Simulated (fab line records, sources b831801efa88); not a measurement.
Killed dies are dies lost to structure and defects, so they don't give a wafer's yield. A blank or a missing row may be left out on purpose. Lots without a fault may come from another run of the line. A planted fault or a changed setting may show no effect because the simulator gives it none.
Split-lot experiment | flow gf180mcu | 5 lots, 23 wafers read, on a route of 602 steps

THE SPLIT
At GF_HV_LDD_IMPLANT_21, the setting energy_kev was moved away from the recipe's 25 on 8 of the 23 wafers read, by +4.4% to +7.6%. The other wafers ran this setting at the recipe's value.

FROM THE SPLIT TO THE READING: what the file shows between them, 1 step
- GF_HV_LDD_STRIP_22: strips in O2/N2

THE READING
HV_LDD_2_TW, at GF_HV_LDD_TW_MEAS_23. Fault-free wafers of this fab line usually give 1063, standard deviation 8.2.

wafer  | tool, chamber at the split | energy_kev as run | against the recipe | HV_LDD_2_TW | against lot-mates on the recipe
L077.1 | implanter-02, 0            | 25                | recipe             | 1072        | -
L077.2 | implanter-02, 0            | 25                | recipe             | 1080        | -
L077.4 | implanter-02, 0            | 25                | recipe             | 1076        | -
L077.5 | implanter-02, 0            | 25                | recipe             | 1080        | -
L077.6 | implanter-02, 0            | 25                | recipe             | 1075        | -
L079.1 | implanter-01, 0            | 26.72             | +6.9%              | 1075        | +20
L079.2 | implanter-01, 0            | 26.72             | +6.9%              | 1079        | +24
L079.3 | implanter-01, 0            | 25                | recipe             | 1050        | -
L079.4 | implanter-01, 0            | 26.72             | +6.9%              | 1067        | +12
L079.5 | implanter-01, 0            | 25                | recipe             | 1059        | -
L080.2 | implanter-02, 0            | 26.09             | +4.4%              | 1084        | +17
L080.3 | implanter-02, 0            | 25                | recipe             | 1067        | -
L080.4 | implanter-02, 0            | 26.09             | +4.4%              | 1080        | +13
L080.5 | implanter-02, 0            | 25                | recipe             | 1070        | -
L080.6 | implanter-02, 0            | 25                | recipe             | 1064        | -
L081.1 | implanter-01, 0            | 25                | recipe             | 1055        | -
L081.2 | implanter-01, 0            | 26.9              | +7.6%              | 1072        | +16
L081.3 | implanter-01, 0            | 26.9              | +7.6%              | 1075        | +20
L081.4 | implanter-01, 0            | 26.9              | +7.6%              | 1076        | +20
L081.5 | implanter-01, 0            | 25                | recipe             | 1056        | -
L082.2 | implanter-04, 0            | 25                | recipe             | 1056        | -
L082.5 | implanter-04, 0            | 25                | recipe             | 1055        | -
L082.6 | implanter-04, 0            | 25                | recipe             | 1052        | -

THE FIT
A straight line over all 23 wafers: HV_LDD_2_TW changes by +1.53 for each +1% of energy_kev; r = +0.48; the points scatter about the line by 9.4.
The same after taking each lot's own level away (the mean of its wafers on the recipe; 23 wafers): +2.68 for each +1%; r = +0.94; scatter 3.4.
On that fit, the largest move of energy_kev shifts the reading by 20.
The lots' own levels span 1054.3 to 1076.6, that is 2.7 times the standard deviation above.
So the lot-to-lot level blurs the effect unless lot-mates are compared.
Check: with one of the wafers moved furthest among these (+7.6%) left out of the fit, the line predicts +21.3 for it against its lot-mates. It came out at +16.5 against them.

OTHER SPLITS ON THESE WAFERS
These wafers also went through other splits before the reading. Each is held against what the fit with the lots' levels taken away leaves over:
other split on the same wafers      | wafers away from the commonest value | r with HV_LDD_2_TW (lot level and that fit taken away)
GF_VT_IMPLANT_IMPLANT_30 energy_kev | 9                                    | +0.01
GF_DUAL_GATE_OXIDATION_02 temp_c    | 15                                   | +0.11
GF_DUAL_GATE_DEVELOP_10 dev_temp_c  | 2                                    | +0.32
GF_POLY_GATE_CVD_00 pressure_mtorr  | 18                                   | +0.02
GF_POLY_GATE_ETCH_12 bias_w         | 11                                   | +0.05
GF_HV_LDD_COAT_02 resist_thk_nm     | 5                                    | +0.11
GF_HV_LDD_DEVELOP_06 develop_time_s | 5                                    | -0.22
GF_HV_LDD_DEVELOP_18 dev_temp_c     | 7                                    | +0.24

THE WHOLE CHAIN: every reading that the file lists as answering this split, in the file's order
step                 | what it does | reading                                                         | change (the file's fit)                | r (the file's)
GF_HV_LDD_IMPLANT_21 |              | implant.rp_nm (the simulator's own value, which no gauge read)  | +0.168 nm for each +1% of the setting  | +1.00
GF_HV_LDD_IMPLANT_21 |              | implant.drp_nm (the simulator's own value, which no gauge read) | +0.0796 nm for each +1% of the setting | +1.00
GF_HV_LDD_TW_MEAS_23 |              | HV_LDD_2_TW                                                     | +2.77 for each +1% of the setting      | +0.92

THE FILE'S OWN FIT
HV_LDD_2_TW changes by +2.77 for each +1% of energy_kev, r = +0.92.
